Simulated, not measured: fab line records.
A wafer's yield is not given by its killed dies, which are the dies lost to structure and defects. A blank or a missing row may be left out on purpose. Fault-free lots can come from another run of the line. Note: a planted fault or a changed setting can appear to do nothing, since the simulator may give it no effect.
Which tool is to blame? :: flow gf180mcu :: 13 lots with 39 wafers sampled at 4 steps, on a route of 602 steps

WHAT THE GAUGES SHOWED, per wafer
GF_M1_THK_MEAS_06: measures by xrf.
lot: L795
measured: day 15 22:04
on: film metro-03
M1_ALCU_THK (nm): 443 439 439

lot: L796
measured: day 16 05:20
on: film metro-02
M1_ALCU_THK (nm): 444 444 448

lot: L798
measured: day 16 23:08
on: film metro-01
M1_ALCU_THK (nm): 451 449 445

lot: L799
measured: day 17 08:47
on: film metro-01
M1_ALCU_THK (nm): 448 449 449

lot: L800
measured: day 17 18:38
on: film metro-01
M1_ALCU_THK (nm): 438 440 440

lot: L803
measured: day 19 06:14
on: film metro-03
M1_ALCU_THK (nm): 453 457 457

lot: L804
measured: day 19 16:29
on: film metro-02
M1_ALCU_THK (nm): 440 440 444

lot: L805
measured: day 19 23:46
on: film metro-03
M1_ALCU_THK (nm): 444 452 449

lot: L807
measured: day 20 19:02
on: film metro-03
M1_ALCU_THK (nm): 442 445 445

lot: L810
measured: day 22 03:12
on: film metro-03
M1_ALCU_THK (nm): 443 448 447

lot: L814
measured: day 23 06:56
on: film metro-03
M1_ALCU_THK (nm): 447 453 448

lot: L815
measured: day 23 07:53
on: film metro-01
M1_ALCU_THK (nm): 443 443 436

lot: L816
measured: day 23 17:50
on: film metro-01
M1_ALCU_THK (nm): 451 448 452

GF_M1_CD_MEAS_14: target cd 230 nm.
lot: L795
measured: day 16 19:56
on: cd sem-01
cd nm (nm): 231.3 229.5 231.1

lot: L796
measured: day 17 03:18
on: cd sem-02
cd nm (nm): 229.8 229.8 230.1

lot: L798
measured: day 17 22:05
on: cd sem-01
cd nm (nm): 230.2 229.7 229.5

lot: L799
measured: day 18 07:17
on: cd sem-01
cd nm (nm): 228.9 229.1 228.0

lot: L800
measured: day 18 17:59
on: cd sem-02
cd nm (nm): 229.8 228.6 230.0

lot: L803
measured: day 20 06:26
on: cd sem-02
cd nm (nm): 231.7 230.5 231.1

lot: L804
measured: day 20 16:26
on: cd sem-02
cd nm (nm): 228.0 228.5 229.1

lot: L805
measured: day 20 23:52
on: cd sem-01
cd nm (nm): 229.6 230.8 229.6

lot: L807
measured: day 21 18:29
on: cd sem-01
cd nm (nm): 231.1 230.8 230.1

lot: L810
measured: day 23 01:37
on: cd sem-01
cd nm (nm): 229.7 231.1 229.9

lot: L814
measured: day 24 05:03
on: cd sem-02
cd nm (nm): 230.8 230.9 231.3

lot: L815
measured: day 24 06:02
on: cd sem-01
cd nm (nm): 230.7 229.0 230.0

lot: L816
measured: day 24 15:38
on: cd sem-02
cd nm (nm): 230.4 230.5 230.2

TOOL THAT RAN EACH LOT (tool first, then ch and the chambers of the sampled wafers, then the start)
lot: L795
GF_HV_LDD_CLEAN_51: wet bench-01 ch 0, day 12 06:07
GF_CONTACT_ETCH_17: rie diel-03 ch 0,1,3, day 15 22:04 or earlier

lot: L796
GF_HV_LDD_CLEAN_51: wet bench-04 ch 0, day 12 11:40
GF_CONTACT_ETCH_17: rie diel-03 ch 0,3, day 16 05:20 or earlier

lot: L798
GF_HV_LDD_CLEAN_51: wet bench-04 ch 3, day 13 01:28
GF_CONTACT_ETCH_17: rie diel-02 ch 1,2,3, day 16 23:08 or earlier

lot: L799
GF_HV_LDD_CLEAN_51: wet bench-02 ch 0, day 13 12:03
GF_CONTACT_ETCH_17: rie diel-02 ch 0,1,3, day 17 08:47 or earlier

lot: L800
GF_HV_LDD_CLEAN_51: wet bench-02 ch 1, day 13 20:12
GF_CONTACT_ETCH_17: rie diel-01 ch 0,2,3, day 17 18:38 or earlier

lot: L803
GF_HV_LDD_CLEAN_51: wet bench-02 ch 0, day 15 04:15
GF_CONTACT_ETCH_17: rie diel-03 ch 0,1,3, day 19 06:14 or earlier

lot: L804
GF_HV_LDD_CLEAN_51: wet bench-04 ch 3, day 15 12:04
GF_CONTACT_ETCH_17: rie diel-01 ch 1,2, day 19 16:29 or earlier

lot: L805
GF_HV_LDD_CLEAN_51: wet bench-04 ch 0, day 15 19:27
GF_CONTACT_ETCH_17: rie diel-01 ch 0,2, day 19 23:46 or earlier

lot: L807
GF_HV_LDD_CLEAN_51: wet bench-01 ch 2, day 16 14:42
GF_CONTACT_ETCH_17: rie diel-02 ch 0,1, day 20 19:02 or earlier

lot: L810
GF_HV_LDD_CLEAN_51: wet bench-04 ch 3, day 17 21:27
GF_CONTACT_ETCH_17: rie diel-03 ch 0,2, day 22 03:12 or earlier

lot: L814
GF_HV_LDD_CLEAN_51: wet bench-02 ch 0, day 19 01:52
GF_CONTACT_ETCH_17: rie diel-03 ch 2,3, day 23 06:56 or earlier

lot: L815
GF_HV_LDD_CLEAN_51: wet bench-01 ch 1, day 19 02:55
GF_CONTACT_ETCH_17: rie diel-03 ch 0,1,2, day 23 07:53 or earlier

lot: L816
GF_HV_LDD_CLEAN_51: wet bench-02 ch 3, day 19 13:34
GF_CONTACT_ETCH_17: rie diel-02 ch 0,3, day 23 17:50 or earlier
- GF_HV_LDD_CLEAN_51: cleans in SC1/SC2, time 150 s.
- GF_CONTACT_ETCH_17: etches SiO2 in C4F8/O2/Ar, stops on CoSi2, target depth 860 nm.

WHAT THE TOOLS THEMSELVES READ (means of the sampled wafers that have a number; where no wafer has one, the mark that the record gives instead)
GF_HV_LDD_CLEAN_51.
lot: L795
tool: wet bench-01
bath heat duty pct (%): 14.6
run length s (s): 176

lot: L796
tool: wet bench-04
bath heat duty pct (%): 16.4
run length s (s): 186

lot: L798
tool: wet bench-04
bath heat duty pct (%): 13.7
run length s (s): 175

lot: L799
tool: wet bench-02
bath heat duty pct (%): 12.5
run length s (s): 182

lot: L800
tool: wet bench-02
bath heat duty pct (%): 12.4
run length s (s): 177

lot: L803
tool: wet bench-02
bath heat duty pct (%): 12.5
run length s (s): 176

lot: L804
tool: wet bench-04
bath heat duty pct (%): 14.2
run length s (s): 183

lot: L805
tool: wet bench-04
bath heat duty pct (%): 16.1
run length s (s): 186

lot: L807
tool: wet bench-01
bath heat duty pct (%): 15.0
run length s (s): 175

lot: L810
tool: wet bench-04
bath heat duty pct (%): 14.5
run length s (s): 79

lot: L814
tool: wet bench-02
bath heat duty pct (%): 12.3
run length s (s): 182

lot: L815
tool: wet bench-01
bath heat duty pct (%): 15.6
run length s (s): 175

lot: L816
tool: wet bench-02
bath heat duty pct (%): 12.9
run length s (s): 183

GF_CONTACT_ETCH_17.
lot: L795
tool: rie diel-03
chamber pressure mTorr (mTorr): 39.99
oes product au (a.u.): 0.815

lot: L796
tool: rie diel-03
chamber pressure mTorr (mTorr): 40.00
oes product au (a.u.): 0.818

lot: L798
tool: rie diel-02
chamber pressure mTorr (mTorr): 40.00
oes product au (a.u.): 0.816

lot: L799
tool: rie diel-02
chamber pressure mTorr (mTorr): 39.96
oes product au (a.u.): 0.813

lot: L800
tool: rie diel-01
chamber pressure mTorr (mTorr): 40.01
oes product au (a.u.): 0.818

lot: L803
tool: rie diel-03
chamber pressure mTorr (mTorr): 40.02
oes product au (a.u.): 0.817

lot: L804
tool: rie diel-01
chamber pressure mTorr (mTorr): 40.03
oes product au (a.u.): 0.818

lot: L805
tool: rie diel-01
chamber pressure mTorr (mTorr): 40.01
oes product au (a.u.): 0.816

lot: L807
tool: rie diel-02
chamber pressure mTorr (mTorr): 40.00
oes product au (a.u.): 0.812

lot: L810
tool: rie diel-03
chamber pressure mTorr (mTorr): 40.02
oes product au (a.u.): 0.814

lot: L814
tool: rie diel-03
chamber pressure mTorr (mTorr): 39.99
oes product au (a.u.): 0.814

lot: L815
tool: rie diel-03
chamber pressure mTorr (mTorr): 39.99
oes product au (a.u.): 0.818

lot: L816
tool: rie diel-02
chamber pressure mTorr (mTorr): 39.97
oes product au (a.u.): 0.814

THE ANSWER, worked out from the rows above alone
Rule: the usual values come from the lots themselves. The widest of any qualifying gaps counts: lots, ordered by their means at a reading, are off when they make up no more than a third of the lots, leave a main group of 4 or more, and stand apart from it by 3 or more times the standard deviation of that group's means. A main group whose means are all the same, to the digits that the tables above print for the reading, isn't used. A lot without any number at a reading at which 4 lots or more have one is off too. Where the step has rows for the other lots, those lots are counted as sound. First the gauges in route order, then the tools' own readings, where a lot's mean is used as printed above. At the first step where some lot is off, the reading lying furthest off is the one used; lots without a number count as furthest.
Off: L810 (GF_HV_LDD_CLEAN_51, run length s). The main group: mean 180 s, standard deviation 4.2.
If a tool, at that step or one of the process steps before it, ran each lot that is off and ran no sound lot following the first of them, it fits. One candidate fits, namely wet bench-04 at GF_HV_LDD_CLEAN_51. A fault onset in the window from L805 (day 15 19:27, its last sound lot) to L810 (day 17 21:27, its first lot off) fits.
The tool's own readings at GF_HV_LDD_CLEAN_51 bear it out: on the lots that are off they differ by more than 5 times the standard deviation of the sound lots' means. run length s reads 79 s there against 180 s on the sound lots.

WHAT WAS PUT IN BY THE SIMULATOR
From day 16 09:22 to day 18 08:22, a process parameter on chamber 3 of wet bench-04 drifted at GF_HV_LDD_CLEAN_51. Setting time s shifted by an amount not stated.
Lots struck among those shown: L810. Same finding as the rule above.
